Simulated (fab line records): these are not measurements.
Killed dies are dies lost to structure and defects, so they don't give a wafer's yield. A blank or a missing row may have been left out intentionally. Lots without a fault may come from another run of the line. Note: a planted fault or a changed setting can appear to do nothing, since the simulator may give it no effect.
8D (eight disciplines) problem report, filled in by code ; flow sfqLine ; the parts of the form that need people (team, actions taken, sign-off) are left out

== 1. THE PROBLEM ==
Wafers without a fault read 215 s, standard deviation 7.8; timeToEndpointS at SFQ_TRILAYER_I6_CMP_CMP_166 reads a mean of 281 s on 6 wafers belonging to 2 lots. That is +8.5 standard deviations from the usual mean.
The step: polishes SiO2.
First observed at day 60 10:53: wafer L126.1, on cmp-02. The record holds 42 wafers of 14 lots with a number at this step. By rule, "out" or "out of limits" means more than 4 standard deviations away from the usual mean. The rest of the wafers with a number are treated as sound.

== 2. WHAT IT IS, AND WHAT IT ISN'T ==
question;is;is not
which readings at this step;timeToEndpointS;motorCurrentA
which lots;L126, L127;L116, L117, L118, L121, L123, L124, L125, L130, L134, L137, L138, L139
which wafers of those lots;all that have a number;-
read on which tools;cmp-02;cmp-01
when;from day 60 10:53;"up to then (21 sound wafers); but 15 sound wafers of L130, L134, L137, L138, L139 came after"

== 3. THE SUSPECTS, EACH WITH WHAT RULES IT OUT ==
Counting: a tool at any process step up to the reading remains a suspect when it ran all the lots that are out and ran no sound lot after the first of those.
- rieMetal-03 at SFQ_TRILAYER_C5_STRIP_STRIP_155 (strips in O2): ruled out as a lasting fault. After its first lot that is out, L126 (day 53 23:17), sound lots L134, L138 ran on it.
- pvdSputter-03 at SFQ_TRILAYER_M6_DEP_SPUTTER_157 (material Nb, target thk 200 nm, time 133.3 s): ruled out as a lasting fault. After its first lot that is out, L126 (day 54 00:05), sound lots L130, L139 ran on it.
- cmp-02 at SFQ_TRILAYER_I6_CMP_CMP_166 (polishes SiO2): ruled out as a lasting fault. After its first lot that is out, L126 (day 60 10:53), sound lots L137, L138 ran on it.
Left after counting: nothing in the record.

== 4. THE CAUSE (what the simulator had put in) ==
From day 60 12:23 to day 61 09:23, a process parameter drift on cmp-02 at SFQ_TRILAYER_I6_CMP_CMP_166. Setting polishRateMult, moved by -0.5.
Counting ruled it out, wrongly.

== 5. THE EFFECT CHAIN, in route order ==
Each row: a reading where the mean over the struck wafers with a number is more than 3 standard deviations away from the usual. Scope: only readings with a usual standard deviation given in the record; hours: median across lots of the time from each lot's start at the first step in this table that gives one to its start at this step; sigmas: change in usual standard deviations.
hours;step;reading;usual;on struck wafers;change;sigmas
0;SFQ_TRILAYER_I6_CMP_CMP_166;timeToEndpointS;215 s;281;+66;+8.5
3;SFQ_TRILAYER_I6_METRO_MEASURE_167;thkNm;200.1 nm;304.1;+104.0;+95
95;SFQ_TRILAYER_I6_VIA_ETCH_VIA_ETCH_172;oesProductAu;0.855 a.u.;0.993;+0.138;+28
The process steps in it:
- SFQ_TRILAYER_I6_CMP_CMP_166: polishes SiO2.
- SFQ_TRILAYER_I6_METRO_MEASURE_167
- SFQ_TRILAYER_I6_VIA_ETCH_VIA_ETCH_172: etches SiO2 in CHF3, stops on Nb, target depth 260 nm.
Later measuring or inspecting steps at which every struck wafer that the step has a row for has a number for every such reading, and none has moved that far: SFQ_I6_BOW_MEAS_941.

== 6. HOW IT WOULD HAVE BEEN CAUGHT EARLIER ==
In this record the first reading out of limits was taken at day 60 10:53.
